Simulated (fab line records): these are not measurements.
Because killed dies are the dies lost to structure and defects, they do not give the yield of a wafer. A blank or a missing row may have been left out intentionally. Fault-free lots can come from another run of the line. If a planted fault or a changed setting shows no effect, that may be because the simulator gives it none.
Check for tools in common + flow sky130 + Sample size 13 lots and 39 wafers

== THE REASON FOR OPENING IT ==
Of 13 lots, 2 have the reading VT_ADJUST_HVTP_TW flagged at SKY_VT_ADJUST_HVTP_TW_MEAS_11. Fault-free wafers read 1367, with a standard deviation of 13.
Rule: flag the lot when none of its wafers has a number, or when each of its wafers that has one lies beyond 4 standard deviations from that mean. All remaining lots are regarded as sound.

| lot  | measured     | on            | VT_ADJUST_HVTP_TW, wafer by wafer | flag    |
|------|--------------|---------------|-----------------------------------|---------|
| L416 | day 4 21:04  | film_metro-03 | 1354 1346 1360                    |         |
| L419 | day 6 17:49  | film_metro-04 | 1526 1521 1516                    | FLAGGED |
| L424 | day 8 07:10  | film_metro-02 | 1552 1556 1550                    | FLAGGED |
| L428 | day 9 09:44  | film_metro-02 | 1382 1381 1388                    |         |
| L429 | day 9 14:26  | film_metro-04 | 1364 1354 1353                    |         |
| L430 | day 9 20:40  | film_metro-02 | 1382 1386 1378                    |         |
| L433 | day 10 23:26 | film_metro-04 | 1374 1369 1374                    |         |
| L434 | day 11 04:14 | film_metro-03 | 1351 1350 1346                    |         |
| L435 | day 11 10:10 | film_metro-04 | 1361 1363 1360                    |         |
| L436 | day 11 23:56 | film_metro-02 | 1369 1376 1372                    |         |
| L438 | day 12 14:31 | film_metro-02 | 1375 1371 1372                    |         |
| L437 | day 12 15:23 | film_metro-02 | 1367 1386 1376                    |         |
| L439 | day 13 00:52 | film_metro-04 | 1358 1364 1367                    |         |
The mean of the flagged lots' numbers is 1537, +170 from the usual (+13 standard deviations).

== LOT BY LOT: THE TOOL USED ==
The record holds 1 process step before the reading, out of a route of 708 steps. In each cell: the tool, then ch and the chambers that the sampled wafers went through, then the start.
| lot  | flag    | SKY_VT_ADJUST_HVTP_IMPLANT_09   |
|------|---------|---------------------------------|
| L416 |         | implanter-01 ch 0, day 4 20:49  |
| L419 | FLAGGED | implanter-01 ch 0, day 6 17:34  |
| L424 | FLAGGED | implanter-01 ch 0, day 8 06:56  |
| L428 |         | implanter-04 ch 0, day 9 09:29  |
| L429 |         | implanter-04 ch 0, day 9 14:11  |
| L430 |         | implanter-03 ch 0, day 9 20:25  |
| L433 |         | implanter-03 ch 0, day 10 23:11 |
| L434 |         | implanter-04 ch 0, day 11 03:59 |
| L435 |         | implanter-03 ch 0, day 11 09:55 |
| L436 |         | implanter-04 ch 0, day 11 23:41 |
| L438 |         | implanter-01 ch 0, day 12 14:16 |
| L437 |         | implanter-03 ch 0, day 12 15:08 |
| L439 |         | implanter-03 ch 0, day 13 00:37 |
What the steps here do:
- SKY_VT_ADJUST_HVTP_IMPLANT_09
- SKY_VT_ADJUST_HVTP_TW_MEAS_11

== FLAGGED OVER TOTAL, TOOL BY TOOL (the gauges that took the reading come last) ==
| step                          | tool          | lots run | flagged | share of the flagged lots | sound lots run after its first flagged lot |
|-------------------------------|---------------|----------|---------|---------------------------|--------------------------------------------|
| SKY_VT_ADJUST_HVTP_IMPLANT_09 | implanter-01  | 4        | 2       | all                       | 1 (L438)                                   |
| SKY_VT_ADJUST_HVTP_IMPLANT_09 | implanter-03  | 5        | 0       | none                      | -                                          |
| SKY_VT_ADJUST_HVTP_IMPLANT_09 | implanter-04  | 4        | 0       | none                      | -                                          |
| SKY_VT_ADJUST_HVTP_TW_MEAS_11 | film_metro-02 | 6        | 1       | some                      | 5 (L428,L430,L436,L438,L437)               |
| SKY_VT_ADJUST_HVTP_TW_MEAS_11 | film_metro-03 | 2        | 0       | none                      | -                                          |
| SKY_VT_ADJUST_HVTP_TW_MEAS_11 | film_metro-04 | 5        | 1       | some                      | 4 (L429,L433,L435,L439)                    |

== WHAT THE TABLE PERMITS ==
1 row of the table ran every flagged lot: implanter-01 at SKY_VT_ADJUST_HVTP_IMPLANT_09.
- implanter-01 at SKY_VT_ADJUST_HVTP_IMPLANT_09: 2 of its 4 lots flagged. After the first flagged lot (L438), sound lots still ran on it; a lasting fault on the whole tool would not permit that. Its own readings lie more than 4 standard deviations out on every wafer of the flagged lots: dose_ions_cm2, faraday_current_uA.
There is no row in the table that ran each flagged lot and no sound lot after the first.

== WHAT THE SIMULATOR PUT IN ==
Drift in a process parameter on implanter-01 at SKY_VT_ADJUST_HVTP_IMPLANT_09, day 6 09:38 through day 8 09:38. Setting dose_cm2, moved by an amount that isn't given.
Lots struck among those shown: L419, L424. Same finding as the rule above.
